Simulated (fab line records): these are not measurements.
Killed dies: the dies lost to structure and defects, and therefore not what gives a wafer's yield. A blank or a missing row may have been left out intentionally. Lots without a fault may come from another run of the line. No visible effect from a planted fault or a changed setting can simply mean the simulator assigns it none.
fab line records	flow sky130
[record] lots = 6	wafers = 18	lastDay = 49
route steps=708 shown NWELL@66 PWDE@84 VT_ADJUST_HVTP@85 VT_ADJUST_LVTN@97
lots that met no fault: from a run of the same line without faults
startH: hours from the record's first day to the start of the lot's first wafer shown	waitH: time in hours since the lot's previous step	" same as the row above	L1.1+2: one row covering several wafers at once	- either no value or no given start	* or withheld: withheld	< > ~ a bound
route shown NAME@n: names a module that has steps shown in the file, with the first one's number in the route	usual: mean/standard deviation of fault-free wafers	same: alike in all rows	chamber/n: place in a boat	sites: the reading at each site	_std_site: the values' standard deviation	_edge_site: outer sites' mean less inner sites'	radiusMm: for every site, how far away it sits from the centre of the wafer	mask NAME#n: copy n	behind: the tool/chamber that last shaped the wafer	hold: why the lot was held/for how many hours/how that ended	device: the transistor (n, p or np) that didn't switch	end of line: the same wafers' tests at the end of the route	for a step that has no rows: nothing shown but its recipe	killed: not the wafer's yield, but the dies lost to structure and defects at the first sort	map: a wafer's dies, x killed, . not, _ none there
set.NAME: the setting that was run; set.NAME@STEP: the one run at that earlier step	model.NAME: the simulator's own value behind a step, which no gauge read
certain route steps with their lots: each step a table, each wafer a row
services: from which hour (startH, from the record's first day; less than 0 if before it) a tool's chamber was out of use, for how many hours, and why
[[steps]]
[step SKY_NWELL_IMPLANT_13]
[recipe] species = P	energyKev = 50	doseCm2 = 7e+11	tiltDeg = withheld
[step SKY_NWELL_STRIP_14]
[recipe] chemistry = O2/N2	powerW = 1400	pressureMtorr = 1500	platenTempC = withheld	o2FlowSccm = 3000	n2FlowSccm = 300	overashFraction = 0.5
[usual] chamberPressureMTorr = 1499.9/1.3	drypumpMotorCurrentA = 5.7/0.3	oesProductAu = 0.722/0.0045	stripTimeToEndpointS = 36.72/0.12
lot.wafer	tool	chamber	startH	waitH	chamberPressureMTorr	drypumpMotorCurrentA	oesProductAu	rfHoursCounterH	stripTimeToEndpointS
L996.1	plasmaAsher-04	0	111.29	0.1	1498.7	6.2	0.726	42	36.76
L996.2	"	1	"	"	1503.5	5.8	0.727	42	36.75
L996.4	"	1	"	"	1500.1	5.8	0.723	-	36.65
L998.1	plasmaAsher-03	0	121.99	0.1	1500.1	5.6	0.721	43	36.74
L998.4	"	0	"	"	1500.3	5.6	0.724	-	36.83
L998.6	"	1	"	"	1501.5	5.2	0.723	-	36.70
L104.2	plasmaAsher-02	0	165.63	0.1	1500.3	5.7	0.717	38	36.86
L104.3	"	1	"	"	1497.7	5.5	0.724	-	36.81
L104.4	"	0	"	"	1500.7	5.7	0.724	-	36.82
L105.3	plasmaAsher-04	1	173.51	0.1	1497.5	5.8	0.719	-	36.73
L105.5	"	1	"	"	1500.5	5.8	0.719	-	36.76
L105.6	"	0	"	"	1499.9	6.2	0.724	-	36.84
L110.1	plasmaAsher-02	0	197.13	0.1	1499.1	5.7	0.719	41	36.53
L110.2	"	1	"	"	1500.1	5.5	0.720	41	36.55
L110.3	"	0	"	"	1499.5	5.7	0.721	-	36.52
L111.3	plasmaAsher-02	0	204.03	0.1	1500.1	5.7	0.728	-	37.04
L111.4	"	1	"	"	1498.2	5.5	0.722	-	36.99
L111.6	"	1	"	"	1500.3	5.5	0.725	-	36.98
[step SKY_NWELL_TW_MEAS_15]
[usual] NWELL_TW = 1817/15
lot.wafer	tool	chamber	startH	waitH	NWELL_TW
L996.1	filmMetro-04	-	111.39	0.1	1809
L996.2	"	-	"	"	1816
L996.4	"	-	"	"	1814
L998.1	filmMetro-01	-	122.09	0.1	1831
L998.4	"	-	"	"	1826
L998.6	"	-	"	"	1829
L104.2	filmMetro-02	-	165.74	0.1	1791
L104.3	"	-	"	"	1799
L104.4	"	-	"	"	1797
L105.3	filmMetro-04	-	173.60	0.1	1831
L105.5	"	-	"	"	1831
L105.6	"	-	"	"	1834
L110.1	filmMetro-01	-	197.23	0.1	1838
L110.2	"	-	"	"	1822
L110.3	"	-	"	"	1823
L111.3	filmMetro-01	-	204.11	0.1	1831
L111.4	"	-	"	"	1827
L111.6	"	-	"	"	1824
[step SKY_NWELL_DEHYDRATE_16]
[recipe] tempC = 200	timeS = 60
[step SKY_NWELL_HMDS_17]
[recipe] primeTimeS = 60	primeTempC = 120
[step SKY_NWELL_COAT_18]
[recipe] spinRpm = 2000	resistThkNm = 3000
[step SKY_NWELL_SOFTBAKE_19]
[recipe] tempC = 110	timeS = withheld
[step SKY_NWELL_EXPOSE_20]
[recipe] maskId = NWM_COMPLEMENT	na = 0.6	sourceShape = conventional	sigmaOuter = 0.6	polarization = unpolarized	targetCdNm = 840	doseMj = 260
[step SKY_NWELL_PEB_21]
[recipe] tempC = 115	timeS = withheld
[step SKY_NWELL_DEVELOP_22]
[recipe] wallAngleDeg = 90	developer = TMAH	developTimeS = 60	devTempC = 23
[step SKY_NWELL_OVL_MEAS_23]
[usual] NWELL_01_OVL = 1.0/1.3
lot.wafer	tool	chamber	startH	waitH	NWELL_01_OVL[nm]
L996.1	overlay-01	-	129.21	-	0.7
L996.2	"	-	"	"	1.1
L996.4	"	-	"	"	0.6
L998.1	overlay-01	-	140.57	-	0.0
L998.4	"	-	"	"	2.2
L998.6	"	-	"	"	-0.1
L104.2	overlay-02	-	185.26	-	3.1
L104.3	"	-	"	"	1.6
L104.4	"	-	"	"	3.3
L105.3	overlay-02	-	194.42	-	1.7
L105.5	"	-	"	"	-0.4
L105.6	"	-	"	"	-0.7
L110.1	overlay-01	-	218.42	-	0.3
L110.2	"	-	"	"	2.3
L110.3	"	-	"	"	2.0
L111.3	overlay-02	-	225.62	-	0.4
L111.4	"	-	"	"	2.0
L111.6	"	-	"	"	1.2
[step SKY_NWELL_IMPLANT_24]
[recipe] species = B	energyKev = 140	doseCm2 = 9.2e+12	tiltDeg = withheld
[step SKY_NWELL_STRIP_25]
[recipe] chemistry = O2/N2	powerW = 1400	pressureMtorr = 1500	platenTempC = withheld	o2FlowSccm = 3000	n2FlowSccm = 300	overashFraction = 0.5
[usual] chamberPressureMTorr = 1500.0/1.5	drypumpMotorCurrentA = 5.7/0.33	oesProductAu = 0.722/0.0043	stripTimeToEndpointS = 36.92/0.12
lot.wafer	tool	chamber	startH	waitH	chamberPressureMTorr	drypumpMotorCurrentA	oesProductAu	rfHoursCounterH	stripTimeToEndpointS	model.coat_of_NWELL_COAT_18.thkNm
L996.1	plasmaAsher-04	1	129.39	0.1	1500.7	5.8	0.725	44	36.83	0
L996.2	"	0	"	"	1499.3	6.2	0.724	44	36.87	0
L996.4	"	1	"	"	1500.8	5.8	0.724	-	36.84	0
L998.1	plasmaAsher-04	1	140.75	0.1	1499.7	5.8	0.724	45	37.14	0
L998.4	"	1	"	"	1497.9	5.8	0.738	-	37.12	0
L998.6	"	1	"	"	1500.1	5.8	0.716	-	37.03	0
L104.2	plasmaAsher-02	0	185.44	0.1	-	-	-	-	-	2980
L104.3	"	1	"	"	-	-	-	-	-	2989
L104.4	"	0	"	"	-	-	-	-	-	2983
L105.3	plasmaAsher-04	1	194.63	0.1	-	-	-	-	-	2998
L105.5	"	1	"	"	-	-	-	-	-	3002
L105.6	"	0	"	"	-	-	-	-	-	2999
L110.1	plasmaAsher-03	1	218.60	0.1	1499.0	5.2	0.722	52	36.65	0
L110.2	"	0	"	"	1499.9	5.6	0.719	52	36.79	0
L110.3	"	0	"	"	1501.9	5.6	0.724	-	36.63	0
L111.3	plasmaAsher-03	0	225.83	0.1	1501.3	5.7	0.724	-	37.01	0
L111.4	"	1	"	"	1503.6	5.1	0.717	-	36.94	0
L111.6	"	1	"	"	1500.5	5.2	0.723	-	36.98	0
[step SKY_NWELL_TW_MEAS_26]
[usual] NWELL_2_TW = 497/3.8
lot.wafer	tool	chamber	startH	waitH	NWELL_2_TW
L996.1	filmMetro-04	-	129.49	0.1	499
L996.2	"	-	"	"	497
L996.4	"	-	"	"	498
L998.1	filmMetro-04	-	140.85	0.1	501
L998.4	"	-	"	"	500
L998.6	"	-	"	"	500
L104.2	filmMetro-04	-	185.55	0.1	503
L104.3	"	-	"	"	503
L104.4	"	-	"	"	499
L105.3	filmMetro-01	-	194.71	0.1	498
L105.5	"	-	"	"	500
L105.6	"	-	"	"	500
L110.1	filmMetro-04	-	218.70	0.1	498
L110.2	"	-	"	"	502
L110.3	"	-	"	"	499
L111.3	filmMetro-01	-	225.91	0.1	497
L111.4	"	-	"	"	498
L111.6	"	-	"	"	497
[step SKY_NWELL_CLEAN_27]
[recipe] chemistry = SC1/SC2	mix = 1:4:20	tempC = 70	timeS = 150	dry = n2Spin
[step SKY_NWELL_RTA_28]
[recipe] tempC = 1050	timeS = 30	idleTempC = 650	rampUpCPerS = 150	rampDownCPerS = 90	ambient = N2
[usual] chamberO2Ppm = 2.005/0.02	lampPowerPct = 25.30/0.046	wafer_temp_C_max = 1055.0/1
lot.wafer	tool	chamber	startH	waitH	chamberO2Ppm	lampPowerPct	wafer_temp_C_max
L996.1	rtpAnneal-01	0	129.60	0.0	2.003	25.28	1055.3
L996.2	"	0	"	"	2.002	25.33	1054.5
L996.4	"	0	"	"	2.000	25.30	1054.4
L998.1	rtpAnneal-02	0	140.96	0.0	1.987	25.24	1054.6
L998.4	"	0	"	"	1.985	25.29	1056.0
L998.6	"	0	"	"	1.991	25.29	1055.7
L104.2	rtpAnneal-02	0	185.67	0.0	2.033	25.21	1055.6
L104.3	"	0	"	"	2.017	25.23	1054.6
L104.4	"	0	"	"	2.011	25.26	1052.8
L105.3	rtpAnneal-02	0	194.84	0.0	1.992	25.32	1055.8
L105.5	"	0	"	"	1.991	25.26	1055.3
L105.6	"	0	"	"	1.993	25.29	1053.6
L110.1	rtpAnneal-01	0	218.81	0.0	2.018	25.32	1055.8
L110.2	"	0	"	"	2.037	25.32	1054.8
L110.3	"	0	"	"	2.020	25.30	1053.8
L111.3	rtpAnneal-01	0	226.04	0.0	2.009	25.39	1054.3
L111.4	"	0	"	"	2.010	25.27	1056.7
L111.6	"	0	"	"	1.974	25.33	1055.7
[step SKY_NWELL_RS_MEAS_29]
[recipe] thkMeasGauge = four-point-probe
[usual] NWELL_RS = 624.5/1.5
lot.wafer	tool	chamber	startH	waitH	NWELL_RS[ohm/sq]
L996.1	filmMetro-01	-	129.70	0.1	626.2
L996.2	"	-	"	"	626.7
L996.4	"	-	"	"	625.0
L998.1	filmMetro-02	-	141.06	0.1	622.7
L998.4	"	-	"	"	625.1
L998.6	"	-	"	"	624.3
L104.2	filmMetro-04	-	185.77	0.1	625.9
L104.3	"	-	"	"	625.0
L104.4	"	-	"	"	625.4
L105.3	filmMetro-04	-	194.95	0.1	627.9
L105.5	"	-	"	"	627.4
L105.6	"	-	"	"	623.5
L110.1	filmMetro-02	-	218.91	0.1	622.4
L110.2	"	-	"	"	622.1
L110.3	"	-	"	"	621.1
L111.3	filmMetro-01	-	226.15	0.1	623.6
L111.4	"	-	"	"	626.8
L111.6	"	-	"	"	625.1
[step SKY_NWELL_RS_MEAS_31]
[recipe] thkMeasGauge = four-point-probe
[usual] PWDE_RS = 5275/19
lot.wafer	tool	chamber	startH	waitH	PWDE_RS[ohm/sq]
L996.1	filmMetro-01	-	129.94	0.1	5294
L996.2	"	-	"	"	5267
L996.4	"	-	"	"	5269
L998.1	filmMetro-02	-	141.30	0.1	5238
L998.4	"	-	"	"	5252
L998.6	"	-	"	"	5229
L104.2	filmMetro-04	-	186.01	0.1	5239
L104.3	"	-	"	"	5248
L104.4	"	-	"	"	5260
L105.3	filmMetro-04	-	195.19	0.1	5250
L105.5	"	-	"	"	5236
L105.6	"	-	"	"	5284
L110.1	filmMetro-02	-	219.15	0.1	5272
L110.2	"	-	"	"	5270
L110.3	"	-	"	"	5267
L111.3	filmMetro-01	-	226.39	0.1	5253
L111.4	"	-	"	"	5255
L111.6	"	-	"	"	5263
[step SKY_VT_ADJUST_HVTP_DEHYDRATE_00]
[recipe] tempC = 200	timeS = 60
[step SKY_VT_ADJUST_HVTP_HMDS_01]
[recipe] primeTimeS = 60	primeTempC = 120
[step SKY_VT_ADJUST_HVTP_COAT_02]
[recipe] resist = NOVOLAK	spinRpm = 3000	resistThkNm = 1140
[step SKY_VT_ADJUST_HVTP_SOFTBAKE_03]
[recipe] tempC = 90	timeS = 60	resist = NOVOLAK
[step SKY_VT_ADJUST_HVTP_EXPOSE_04]
[recipe] maskId = HVTPM	na = 0.6	sourceShape = conventional	sigmaOuter = 0.6	polarization = unpolarized	targetCdNm = 380	doseMj = 140
[step SKY_VT_ADJUST_HVTP_PEB_05]
[recipe] tempC = withheld	timeS = *	resist = NOVOLAK
[step SKY_VT_ADJUST_HVTP_DEVELOP_06]
[recipe] resist = NOVOLAK	developer = TMAH	developTimeS = 60	devTempC = 23
[step SKY_VT_ADJUST_HVTP_CD_MEAS_07]
[recipe] targetCdNm = 380
[usual] cdNm = 380.3/2.4
lot.wafer	tool	chamber	startH	waitH	cdNm
L996.1	cdSem-02	-	148.89	0.2	380.4
L996.2	"	-	"	"	381.4
L996.4	"	-	"	"	380.2
L998.1	cdSem-01	-	159.92	0.1	378.8
L998.4	"	-	"	"	378.6
L998.6	"	-	"	"	376.2
L104.2	cdSem-02	-	206.80	0.1	379.1
L104.3	"	-	"	"	379.8
L104.4	"	-	"	"	380.8
L105.3	cdSem-02	-	215.95	0.1	377.7
L105.5	"	-	"	"	381.3
L105.6	"	-	"	"	379.4
L110.1	cdSem-02	-	241.82	0.1	378.5
L110.2	"	-	"	"	379.1
L110.3	"	-	"	"	380.9
L111.3	cdSem-02	-	249.31	0.1	377.7
L111.4	"	-	"	"	377.4
L111.6	"	-	"	"	381.1
[step SKY_VT_ADJUST_HVTP_OVL_MEAS_08]
[usual] VT_ADJUST_HVTP_OVL = 0.1/1
lot.wafer	tool	chamber	startH	waitH	VT_ADJUST_HVTP_OVL[nm]
L996.1	overlay-01	-	149.01	0.1	2.4
L996.2	"	-	"	"	1.2
L996.4	"	-	"	"	1.5
L998.1	overlay-01	-	160.04	0.1	0.5
L998.4	"	-	"	"	0.7
L998.6	"	-	"	"	0.3
L104.2	overlay-02	-	206.91	0.1	0.3
L104.3	"	-	"	"	0.3
L104.4	"	-	"	"	-0.3
L105.3	overlay-01	-	216.04	0.1	0.6
L105.5	"	-	"	"	0.6
L105.6	"	-	"	"	-0.2
L110.1	overlay-01	-	241.94	0.1	-0.3
L110.2	"	-	"	"	-0.1
L110.3	"	-	"	"	1.4
L111.3	overlay-01	-	249.40	0.1	0.7
L111.4	"	-	"	"	1.2
L111.6	"	-	"	"	0.6
[step SKY_VT_ADJUST_HVTP_IMPLANT_09]
[recipe] species = As	energyKev = 150	doseCm2 = 4.3e+12	tiltDeg = withheld
[step SKY_VT_ADJUST_HVTP_STRIP_10]
[recipe] chemistry = O2/N2	powerW = 1400	pressureMtorr = 1500	platenTempC = withheld	o2FlowSccm = 3000	n2FlowSccm = 300	overashFraction = 0.5
[usual] chamberPressureMTorr = 1500.0/1.4	drypumpMotorCurrentA = 5.81/0.27	oesProductAu = 0.716/0.0044	stripTimeToEndpointS = 14.19/0.038
lot.wafer	tool	chamber	startH	waitH	chamberPressureMTorr	drypumpMotorCurrentA	oesProductAu	rfHoursCounterH	stripTimeToEndpointS
L996.1	plasmaAsher-01	1	149.19	0.1	1500.7	5.45	0.714	3	14.25
L996.2	"	0	"	"	1502.4	6.00	0.711	3	14.27
L996.4	"	0	"	"	1498.7	6.01	0.721	-	14.21
L998.1	plasmaAsher-04	1	160.22	0.1	1498.9	5.77	0.719	47	14.19
L998.4	"	1	"	"	1500.0	5.80	0.721	-	14.17
L998.6	"	0	"	"	1499.3	6.18	0.715	-	14.20
L104.2	plasmaAsher-04	1	207.09	0.1	1498.2	5.76	0.729	52	58.38
L104.3	"	0	"	"	1502.7	6.16	0.726	-	58.63
L104.4	"	1	"	"	1499.9	5.77	0.731	-	58.50
L105.3	plasmaAsher-04	1	216.25	0.1	1498.7	5.76	0.729	-	58.74
L105.5	"	1	"	"	1498.4	5.77	0.731	-	58.74
L105.6	"	0	"	"	1496.8	6.16	0.724	-	58.72
L110.1	plasmaAsher-01	1	242.12	0.1	1499.4	5.44	0.709	12	14.21
L110.2	"	0	"	"	1497.2	6.00	0.712	12	14.21
L110.3	"	1	"	"	1502.1	5.44	0.708	-	14.22
L111.3	plasmaAsher-02	1	249.61	0.1	1500.5	5.48	0.718	-	14.20
L111.4	"	0	"	"	1499.7	5.71	0.713	-	14.22
L111.6	"	1	"	"	1499.9	5.48	0.718	-	14.19
[step SKY_VT_ADJUST_HVTP_TW_MEAS_11]
[usual] VT_ADJUST_HVTP_TW = 1353/11
lot.wafer	tool	chamber	startH	waitH	VT_ADJUST_HVTP_TW
L996.1	filmMetro-02	-	149.29	0.1	1334
L996.2	"	-	"	"	1335
L996.4	"	-	"	"	1338
L998.1	filmMetro-04	-	160.32	0.1	1366
L998.4	"	-	"	"	1367
L998.6	"	-	"	"	1368
L104.2	filmMetro-02	-	207.20	0.1	30
L104.3	"	-	"	"	30
L104.4	"	-	"	"	30
L105.3	filmMetro-02	-	216.33	0.1	30
L105.5	"	-	"	"	30
L105.6	"	-	"	"	30
L110.1	filmMetro-04	-	242.22	0.1	1357
L110.2	"	-	"	"	1361
L110.3	"	-	"	"	1352
L111.3	filmMetro-02	-	249.69	0.1	1347
L111.4	"	-	"	"	1347
L111.6	"	-	"	"	1346
[step SKY_VT_ADJUST_LVTN_DEHYDRATE_00]
[recipe] tempC = 201.6	timeS = 60
[[services]]
tool	chamber	startH	hours	kind
plasmaAsher-01	-	108.75	9.0	pm
plasmaAsher-01	0	108.75	9.0	ventCycle
plasmaAsher-01	1	108.75	9.0	ventCycle
plasmaAsher-01	0	117.75	-	clean
plasmaAsher-01	1	117.75	-	clean
rtpAnneal-01	-	196.87	2.4	pm
plasmaAsher-03	-	247.96	0.6	repair
[[key]]
[firstSign] step = SKY_NWELL_STRIP_25	reading = toolRecord	direction = missing
[effect] step = SKY_VT_ADJUST_HVTP_STRIP_10	reading = stripTimeToEndpointS	direction = up	sigmas = 99+	usual = *	struck = *
[effect] step = SKY_VT_ADJUST_HVTP_TW_MEAS_11	reading = VT_ADJUST_HVTP_TW	direction = down	sigmas = 99+	usual = 1353	struck = 30
[modelEffect] step = SKY_NWELL_STRIP_25	value = coat_of_NWELL_COAT_18.thkNm	without = 0	struck = 2992
metAt SKY_NWELL_STRIP_25
struckWafers L104.2,L104.3,L104.4,L105.3,L105.5,L105.6
sortLeftOut L104.2,L104.3,L104.4,L105.3,L105.5,L105.6
testerLeftOut L104,L105
onsetBetween 140.75 185.44
[fault] kind = skippedStepWhole	tool = plasmaAsher-02,plasmaAsher-04	chamber = -	onsetH = 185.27	steps = SKY_NWELL_STRIP_25	scope = struckLotsOnly
// testerLeftOut: of these lots the tester's yield and bins aren't shown, on N5 and GAA mostly nor the transistor test; their killed dies are dies lost to structure and defects alone, not to doping, threshold or leakage, so they don't give the yield
// sortLeftOut: the simulated sort isn't trusted on such a fault, so these wafers' sort isn't shown, and their yield isn't known
